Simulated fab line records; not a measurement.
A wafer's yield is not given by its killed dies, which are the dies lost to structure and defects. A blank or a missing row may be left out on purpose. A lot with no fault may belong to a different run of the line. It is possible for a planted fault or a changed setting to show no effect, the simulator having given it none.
fab line records + flow sky130
record
- lots=11
- wafers=33
- last-day=50
route steps=708 shown LDD_P@266 SD_P@327 LOCAL_INTERCONNECT@387 CONTACT@425
lots that met no fault: from a run of the same line without faults
start-h: start of the lot's first displayed wafer, in hours after the record's first day + wait-h: how many hours have passed since the lot's step before this one + " the same as in the row above + L1.1+2: one row covering several wafers at once + - no value present, or no start provided + * or withheld: withheld + < > ~ a bound
route shown NAME@n: NAME is a module with steps in the file, n the number in the route of the first one + usual: the fault-free wafers' mean and standard deviation + same: alike in all rows + chamber/n: place in a boat + sites: readings site by site + _std_site: the values' standard deviation + _edge_site: inner sites' mean taken away from outer sites' mean + radius-mm: how far each site lies from the wafer's centre + mask NAME#n: copy n + behind: the most recent tool/chamber to have shaped the wafer + hold: why the lot went on hold/how many hours it stayed there/how the hold came to an end + device: names the non-switching transistor (n, p or np) + end of line: tests run on the same wafers once the route is complete + step lacking rows: just its recipe + killed: dies that structure and defects cost at the first sort, which is not the same as the wafer's yield + map: the dies of a wafer, with x for killed, . for not killed, _ for no die there
set.NAME: the setting as run; set.NAME@STEP: as run at that earlier step + model.NAME: the simulator's own value behind a step, which no gauge read
the route's steps for a sample of lots (tables are steps, rows are wafers)
services: from which hour (start-h, from the record's first day; less than 0 if before it) a tool's chamber was out of use, for how many hours, and why
## steps
# step SKY_LDD_P_TW_MEAS_11
# usual
- LDD_P_TW=629/6.7
| lot.wafer | tool          | chamber | start-h | wait-h | LDD_P_TW |
|-----------|---------------|---------|---------|--------|----------|
| L858.2    | film-metro-04 | -       | 426.95  | 0.1    | 639      |
| L858.3    | "             | -       | "       | "      | 641      |
| L858.5    | "             | -       | "       | "      | 638      |
| L866.3    | film-metro-03 | -       | 503.91  | 0.1    | 633      |
| L866.4    | "             | -       | "       | "      | 633      |
| L866.5    | "             | -       | "       | "      | 631      |
| L868.1    | film-metro-01 | -       | 524.03  | 0.1    | 623      |
| L868.2    | "             | -       | "       | "      | 623      |
| L868.5    | "             | -       | "       | "      | 625      |
| L872.1    | film-metro-04 | -       | 588.94  | 0.1    | 634      |
| L872.5    | "             | -       | "       | "      | 633      |
| L872.6    | "             | -       | "       | "      | 636      |
| L871.2    | film-metro-04 | -       | 590.75  | 0.1    | 633      |
| L871.3    | "             | -       | "       | "      | 632      |
| L871.5    | "             | -       | "       | "      | 639      |
| L874.4    | film-metro-01 | -       | 591.04  | 0.1    | 619      |
| L874.5    | "             | -       | "       | "      | 625      |
| L874.6    | "             | -       | "       | "      | 620      |
| L873.2    | film-metro-04 | -       | 591.05  | 0.1    | 636      |
| L873.4    | "             | -       | "       | "      | 635      |
| L873.5    | "             | -       | "       | "      | 635      |
| L875.1    | film-metro-03 | -       | 593.13  | 0.1    | 631      |
| L875.2    | "             | -       | "       | "      | 629      |
| L875.6    | "             | -       | "       | "      | 629      |
| L878.1    | film-metro-01 | -       | 612.91  | 0.1    | 627      |
| L878.3    | "             | -       | "       | "      | 625      |
| L878.6    | "             | -       | "       | "      | 625      |
| L879.1    | film-metro-01 | -       | 644.26  | 0.1    | 625      |
| L879.5    | "             | -       | "       | "      | 628      |
| L879.6    | "             | -       | "       | "      | 625      |
| L881.1    | film-metro-04 | -       | 644.56  | 0.1    | 640      |
| L881.2    | "             | -       | "       | "      | 641      |
| L881.5    | "             | -       | "       | "      | 640      |
# step SKY_SD_P_CD_MEAS_07
# recipe
- target-cd-nm=380
# usual
- cd-nm=380.6/2.6
| lot.wafer | tool      | chamber | start-h | wait-h | cd-nm |
|-----------|-----------|---------|---------|--------|-------|
| L858.2    | cd-sem-01 | -       | 581.81  | 0.1    | 377.5 |
| L858.3    | "         | -       | "       | "      | 377.8 |
| L858.5    | "         | -       | "       | "      | 380.0 |
| L866.3    | cd-sem-01 | -       | 652.27  | 0.1    | 378.1 |
| L866.4    | "         | -       | "       | "      | 378.8 |
| L866.5    | "         | -       | "       | "      | 376.9 |
| L868.1    | cd-sem-02 | -       | 672.98  | 0.1    | 379.5 |
| L868.2    | "         | -       | "       | "      | 379.2 |
| L868.5    | "         | -       | "       | "      | 380.5 |
| L872.1    | cd-sem-01 | -       | 732.24  | 0.1    | 382.3 |
| L872.5    | "         | -       | "       | "      | 382.1 |
| L872.6    | "         | -       | "       | "      | 380.7 |
| L871.2    | cd-sem-02 | -       | 736.10  | 0.1    | 381.9 |
| L871.3    | "         | -       | "       | "      | 379.0 |
| L871.5    | "         | -       | "       | "      | 379.3 |
| L874.4    | cd-sem-01 | -       | 736.14  | 0.1    | 377.3 |
| L874.5    | "         | -       | "       | "      | 379.5 |
| L874.6    | "         | -       | "       | "      | 376.5 |
| L873.2    | cd-sem-02 | -       | 737.35  | 0.1    | 379.0 |
| L873.4    | "         | -       | "       | "      | 378.4 |
| L873.5    | "         | -       | "       | "      | 380.2 |
| L875.1    | cd-sem-01 | -       | 737.98  | 0.1    | 379.4 |
| L875.2    | "         | -       | "       | "      | 382.4 |
| L875.6    | "         | -       | "       | "      | 379.0 |
| L878.1    | cd-sem-02 | -       | 754.83  | 0.1    | 381.0 |
| L878.3    | "         | -       | "       | "      | 378.2 |
| L878.6    | "         | -       | "       | "      | 379.5 |
| L879.1    | cd-sem-02 | -       | 784.89  | 0.1    | 381.6 |
| L879.5    | "         | -       | "       | "      | 383.9 |
| L879.6    | "         | -       | "       | "      | 381.4 |
| L881.1    | cd-sem-02 | -       | 785.99  | 0.1    | 382.1 |
| L881.2    | "         | -       | "       | "      | 380.8 |
| L881.5    | "         | -       | "       | "      | 381.5 |
# step SKY_LOCAL_INTERCONNECT_SPUTTER_00
# recipe
- material=TiN
- target-thk-nm=100
- temp-c=300
- power-w=6500
- time-s=83.3
- chamber-pressure-pa=0.4
# usual
- substrate-temp-c=300.02/0.21
- throttle-valve-pct=30.5/1.1
| lot.wafer | tool           | chamber | start-h | wait-h | substrate-temp-c | throttle-valve-pct |
|-----------|----------------|---------|---------|--------|------------------|--------------------|
| L858.2    | pvd-sputter-01 | -       | 670.76  | 0.2    | 300.17           | 30.3               |
| L858.3    | "              | -       | "       | "      | 300.33           | 31.5               |
| L858.5    | "              | -       | "       | "      | 300.10           | 30.6               |
| L866.3    | pvd-sputter-02 | -       | 740.58  | 0.1    | 299.96           | 30.1               |
| L866.4    | "              | -       | "       | "      | 300.14           | 31.6               |
| L866.5    | "              | -       | "       | "      | 299.94           | 32.0               |
| L868.1    | pvd-sputter-02 | -       | 759.92  | 0.2    | 299.72           | 29.9               |
| L868.2    | "              | -       | "       | "      | 299.91           | 31.8               |
| L868.5    | "              | -       | "       | "      | 300.16           | 29.4               |
| L872.1    | pvd-sputter-01 | -       | 816.41  | 0.1    | 300.01           | 30.6               |
| L872.5    | "              | -       | "       | "      | 300.08           | 30.4               |
| L872.6    | "              | -       | "       | "      | 299.82           | 31.5               |
| L871.2    | pvd-sputter-02 | -       | 819.91  | 0.2    | 299.92           | 29.8               |
| L871.3    | "              | -       | "       | "      | 300.14           | 32.1               |
| L871.5    | "              | -       | "       | "      | 299.85           | 30.1               |
| L874.4    | pvd-sputter-02 | -       | 820.61  | 0.2    | 299.83           | 31.8               |
| L874.5    | "              | -       | "       | "      | 300.02           | 29.5               |
| L874.6    | "              | -       | "       | "      | 299.94           | 31.8               |
| L873.2    | pvd-sputter-02 | -       | 822.34  | 0.1    | 299.88           | 29.2               |
| L873.4    | "              | -       | "       | "      | 300.00           | 32.0               |
| L873.5    | "              | -       | "       | "      | 299.87           | 29.2               |
| L875.1    | pvd-sputter-01 | -       | 823.26  | 0.2    | 299.94           | 31.4               |
| L875.2    | "              | -       | "       | "      | 300.03           | 30.3               |
| L875.6    | "              | -       | "       | "      | 299.91           | 30.3               |
| L878.1    | pvd-sputter-01 | -       | 838.68  | 0.1    | 300.04           | 30.1               |
| L878.3    | "              | -       | "       | "      | 299.98           | 32.6               |
| L878.6    | "              | -       | "       | "      | 300.41           | 31.3               |
| L879.1    | pvd-sputter-02 | -       | 867.67  | 0.1    | 299.39           | 29.4               |
| L879.5    | "              | -       | "       | "      | 299.69           | 30.0               |
| L879.6    | "              | -       | "       | "      | 300.40           | 32.0               |
| L881.1    | pvd-sputter-03 | -       | 869.03  | 0.1    | 299.90           | 29.3               |
| L881.2    | "              | -       | "       | "      | 299.91           | 31.1               |
| L881.5    | "              | -       | "       | "      | 300.09           | 29.2               |
# step SKY_LOCAL_INTERCONNECT_RS_MEAS_01
# recipe
- thk-meas-gauge=four-point-probe
- reads=TiN_of_LOCAL_INTERCONNECT_SPUTTER_00
# usual
- LOCAL_INTERCONNECT_TIN_RS=14.18/0.13
| lot.wafer | tool          | chamber | start-h | wait-h | LOCAL_INTERCONNECT_TIN_RS[ohm/sq] |
|-----------|---------------|---------|---------|--------|-----------------------------------|
| L858.2    | film-metro-01 | -       | 670.84  | 0.1    | 14.03                             |
| L858.3    | "             | -       | "       | "      | 14.15                             |
| L858.5    | "             | -       | "       | "      | 14.09                             |
| L866.3    | film-metro-04 | -       | 740.69  | 0.1    | 13.69                             |
| L866.4    | "             | -       | "       | "      | 13.78                             |
| L866.5    | "             | -       | "       | "      | 13.70                             |
| L868.1    | film-metro-01 | -       | 759.98  | 0.0    | 13.86                             |
| L868.2    | "             | -       | "       | "      | 13.68                             |
| L868.5    | "             | -       | "       | "      | 13.88                             |
| L872.1    | film-metro-04 | -       | 816.52  | 0.1    | 14.31                             |
| L872.5    | "             | -       | "       | "      | 14.28                             |
| L872.6    | "             | -       | "       | "      | 14.37                             |
| L871.2    | film-metro-02 | -       | 819.99  | 0.1    | 14.13                             |
| L871.3    | "             | -       | "       | "      | 14.00                             |
| L871.5    | "             | -       | "       | "      | 14.00                             |
| L874.4    | film-metro-04 | -       | 820.73  | 0.1    | 14.27                             |
| L874.5    | "             | -       | "       | "      | 14.33                             |
| L874.6    | "             | -       | "       | "      | 14.26                             |
| L873.2    | film-metro-02 | -       | 822.43  | 0.1    | 14.01                             |
| L873.4    | "             | -       | "       | "      | 14.02                             |
| L873.5    | "             | -       | "       | "      | 14.02                             |
| L875.1    | film-metro-02 | -       | 823.32  | 0.0    | 14.12                             |
| L875.2    | "             | -       | "       | "      | 14.13                             |
| L875.6    | "             | -       | "       | "      | 14.23                             |
| L878.1    | film-metro-04 | -       | 838.75  | 0.0    | 13.92                             |
| L878.3    | "             | -       | "       | "      | 13.77                             |
| L878.6    | "             | -       | "       | "      | 13.92                             |
| L879.1    | film-metro-04 | -       | 867.73  | 0.0    | 14.41                             |
| L879.5    | "             | -       | "       | "      | 14.44                             |
| L879.6    | "             | -       | "       | "      | 14.28                             |
| L881.1    | film-metro-02 | -       | 869.09  | 0.0    | 14.17                             |
| L881.2    | "             | -       | "       | "      | 14.30                             |
| L881.5    | "             | -       | "       | "      | 14.13                             |
# step SKY_LOCAL_INTERCONNECT_THK_MEAS_02
# recipe
- thk-meas-gauge=xrf
- reads=TiN_of_LOCAL_INTERCONNECT_SPUTTER_00
# usual
- LOCAL_INTERCONNECT_TIN_THK=99.2/1
| lot.wafer | tool          | chamber | start-h | wait-h | LOCAL_INTERCONNECT_TIN_THK[nm] |
|-----------|---------------|---------|---------|--------|--------------------------------|
| L858.2    | film-metro-01 | -       | 670.95  | 0.1    | 98.9                           |
| L858.3    | "             | -       | "       | "      | 98.4                           |
| L858.5    | "             | -       | "       | "      | 99.2                           |
| L866.3    | film-metro-04 | -       | 740.79  | 0.1    | 102.8                          |
| L866.4    | "             | -       | "       | "      | 102.0                          |
| L866.5    | "             | -       | "       | "      | 102.8                          |
| L868.1    | film-metro-01 | -       | 760.10  | 0.1    | 100.9                          |
| L868.2    | "             | -       | "       | "      | 102.0                          |
| L868.5    | "             | -       | "       | "      | 100.6                          |
| L872.1    | film-metro-04 | -       | 816.64  | 0.1    | 98.2                           |
| L872.5    | "             | -       | "       | "      | 98.1                           |
| L872.6    | "             | -       | "       | "      | 98.3                           |
| L871.2    | film-metro-02 | -       | 820.10  | 0.1    | 100.1                          |
| L871.3    | "             | -       | "       | "      | 101.0                          |
| L871.5    | "             | -       | "       | "      | 100.7                          |
| L874.4    | film-metro-04 | -       | 820.82  | 0.1    | 97.8                           |
| L874.5    | "             | -       | "       | "      | 98.2                           |
| L874.6    | "             | -       | "       | "      | 98.7                           |
| L873.2    | film-metro-02 | -       | 822.54  | 0.1    | 100.9                          |
| L873.4    | "             | -       | "       | "      | 100.8                          |
| L873.5    | "             | -       | "       | "      | 100.9                          |
| L875.1    | film-metro-02 | -       | 823.44  | 0.1    | 100.1                          |
| L875.2    | "             | -       | "       | "      | 99.8                           |
| L875.6    | "             | -       | "       | "      | 99.1                           |
| L878.1    | film-metro-04 | -       | 838.87  | 0.1    | 100.9                          |
| L878.3    | "             | -       | "       | "      | 101.8                          |
| L878.6    | "             | -       | "       | "      | 101.5                          |
| L879.1    | film-metro-04 | -       | 867.85  | 0.1    | 97.8                           |
| L879.5    | "             | -       | "       | "      | 97.5                           |
| L879.6    | "             | -       | "       | "      | 98.8                           |
| L881.1    | film-metro-02 | -       | 869.21  | 0.1    | 99.7                           |
| L881.2    | "             | -       | "       | "      | 98.7                           |
| L881.5    | "             | -       | "       | "      | 99.7                           |
# step SKY_CONTACT_STRIP_19
# recipe
- chemistry=O2/N2
- power-w=1429
- pressure-mtorr=1500
- platen-temp-c=withheld
- o2-flow-sccm=3000
- n2-flow-sccm=300
- overash-fraction=0.5
# usual
- drypump-motor-current-A=5.8/0.52
- oes-product-au=0.383/0.0044
- strip-time-to-endpoint-s=3.575/0.027
| lot.wafer | tool            | chamber | start-h | wait-h | drypump-motor-current-A | oes-product-au | rf-hours-counter-h | strip-time-to-endpoint-s |
|-----------|-----------------|---------|---------|--------|-------------------------|----------------|--------------------|--------------------------|
| L858.2    | plasma-asher-01 | 0       | 727.87  | -      | 5.4                     | 0.388          | 104                | 3.554                    |
| L858.3    | "               | 0       | "       | "      | 5.4                     | 0.386          | -                  | 3.562                    |
| L858.5    | "               | 0       | "       | "      | 5.4                     | 0.390          | -                  | 3.596                    |
| L866.3    | plasma-asher-02 | 0       | 797.05  | -      | 5.0                     | 0.383          | -                  | 3.561                    |
| L866.4    | "               | 1       | "       | "      | 6.2                     | 0.388          | -                  | 3.539                    |
| L866.5    | "               | 1       | "       | "      | 6.2                     | 0.383          | -                  | 3.604                    |
| L868.1    | plasma-asher-02 | 0       | 814.64  | -      | 5.0                     | 0.382          | 65                 | 3.553                    |
| L868.2    | "               | 1       | "       | "      | 6.2                     | 0.382          | 65                 | 3.559                    |
| L868.5    | "               | 0       | "       | "      | 5.0                     | 0.378          | -                  | 3.571                    |
| L872.1    | plasma-asher-01 | 0       | 872.96  | -      | 5.4                     | 0.381          | 11                 | 3.591                    |
| L872.5    | "               | 0       | "       | "      | 5.4                     | 0.380          | -                  | 3.518                    |
| L872.6    | "               | 1       | "       | "      | 5.9                     | 0.380          | -                  | 3.602                    |
| L871.2    | plasma-asher-03 | 0       | 875.29  | -      | 6.5                     | 0.381          | 107                | 3.567                    |
| L871.3    | "               | 1       | "       | "      | 5.9                     | 0.376          | -                  | 3.559                    |
| L871.5    | "               | 1       | "       | "      | 5.9                     | 0.385          | -                  | 3.549                    |
| L874.4    | plasma-asher-01 | 0       | 876.07  | -      | 5.4                     | 0.379          | -                  | 3.578                    |
| L874.5    | "               | 0       | "       | "      | 5.4                     | 0.382          | -                  | 3.584                    |
| L874.6    | "               | 1       | "       | "      | 5.9                     | 0.385          | -                  | 3.615                    |
| L873.2    | plasma-asher-01 | 0       | 878.26  | -      | 5.4                     | 0.385          | 12                 | 3.592                    |
| L873.4    | "               | 0       | "       | "      | 5.4                     | 0.383          | -                  | 3.610                    |
| L873.5    | "               | 0       | "       | "      | 5.4                     | 0.385          | -                  | 3.613                    |
| L875.1    | plasma-asher-03 | 0       | 878.49  | -      | 6.5                     | 0.380          | 107                | 3.557                    |
| L875.2    | "               | 1       | "       | "      | 5.9                     | 0.381          | 107                | 3.535                    |
| L875.6    | "               | 1       | "       | "      | 6.0                     | 0.382          | -                  | 3.575                    |
| L878.1    | plasma-asher-01 | 1       | 893.27  | -      | 5.9                     | 0.380          | 13                 | 3.555                    |
| L878.3    | "               | 1       | "       | "      | 5.9                     | 0.380          | -                  | 3.555                    |
| L878.6    | "               | 1       | "       | "      | 5.9                     | 0.389          | -                  | 3.536                    |
| L879.1    | plasma-asher-02 | 0       | 920.89  | -      | 5.0                     | 0.390          | 75                 | 3.548                    |
| L879.5    | "               | 0       | "       | "      | 5.0                     | 0.374          | -                  | 3.558                    |
| L879.6    | "               | 1       | "       | "      | 6.2                     | 0.382          | -                  | 3.542                    |
| L881.1    | plasma-asher-02 | 0       | 922.36  | -      | 5.0                     | 0.384          | 76                 | 3.558                    |
| L881.2    | "               | 1       | "       | "      | 6.2                     | 0.378          | 76                 | 3.572                    |
| L881.5    | "               | 0       | "       | "      | 5.0                     | 0.381          | -                  | 3.603                    |
## services
| tool            | chamber | start-h | hours | kind                   |
|-----------------|---------|---------|-------|------------------------|
| pvd-sputter-02  | 3       | 699.74  | -     | consumable-replace:kit |
| pvd-sputter-02  | 3       | 699.74  | 18.0  | scheduled-down         |
| pvd-sputter-02  | 3       | 699.74  | 18.0  | vent-cycle             |
| pvd-sputter-01  | 2       | 707.06  | -     | consumable-replace:kit |
| pvd-sputter-01  | 2       | 707.06  | 18.0  | scheduled-down         |
| pvd-sputter-01  | 2       | 707.06  | 18.0  | vent-cycle             |
| pvd-sputter-03  | -       | 714.41  | 1.3   | repair                 |
| pvd-sputter-03  | -       | 716.47  | 3.3   | repair                 |
| plasma-asher-01 | -       | 733.75  | 9.0   | pm                     |
| plasma-asher-01 | 0       | 733.75  | 9.0   | vent-cycle             |
| plasma-asher-01 | 1       | 733.75  | 9.0   | vent-cycle             |
| plasma-asher-01 | 0       | 742.75  | -     | clean                  |
| plasma-asher-01 | 1       | 742.75  | -     | clean                  |
| plasma-asher-01 | -       | 765.25  | 1.5   | repair                 |
| plasma-asher-02 | -       | 788.03  | 0.9   | repair                 |
| pvd-sputter-02  | -       | 803.55  | 0.5   | repair                 |
| plasma-asher-01 | -       | 805.35  | 11.7  | repair                 |
| plasma-asher-01 | -       | 805.63  | 1.6   | repair                 |
| plasma-asher-01 | -       | 812.21  | 0.4   | repair                 |
| pvd-sputter-02  | 2       | 847.13  | -     | consumable-replace:kit |
| pvd-sputter-02  | 2       | 847.13  | 18.0  | scheduled-down         |
| pvd-sputter-02  | 2       | 847.13  | 18.0  | vent-cycle             |
| plasma-asher-03 | -       | 868.46  | 1.5   | repair                 |
| plasma-asher-01 | -       | 887.01  | 5.1   | repair                 |
## key
first-sign
- step=SKY_LOCAL_INTERCONNECT_RS_MEAS_01
- reading=LOCAL_INTERCONNECT_TIN_RS
- direction=down
- sigmas=3.2
- usual=14.18
- struck=13.76
effect
- step=SKY_LOCAL_INTERCONNECT_THK_MEAS_02
- reading=LOCAL_INTERCONNECT_TIN_THK
- direction=up
- sigmas=2.7
- usual=99.2
- struck=101.8
met-at SKY_LOCAL_INTERCONNECT_SPUTTER_00
struck-lots L866,L868
tester-left-out L866,L868
not-acting-at SKY_LDD_P_TW_MEAS_11,SKY_SD_P_CD_MEAS_07,SKY_CONTACT_STRIP_19
fault
- kind=process-parameter-drift
- tool=pvd-sputter-02
- chamber=-
- onset-h=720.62
- steps=SKY_LOCAL_INTERCONNECT_SPUTTER_00
- channel=time-s
- offset=*
- shape=step
- end-h=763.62
- acts-in=*
- stated=*
# tester-left-out: of these lots the tester's yield and bins aren't shown, on N5 and GAA mostly nor the transistor test; their killed dies are dies lost to structure and defects alone, not to doping, threshold or leakage, so they don't give the yield
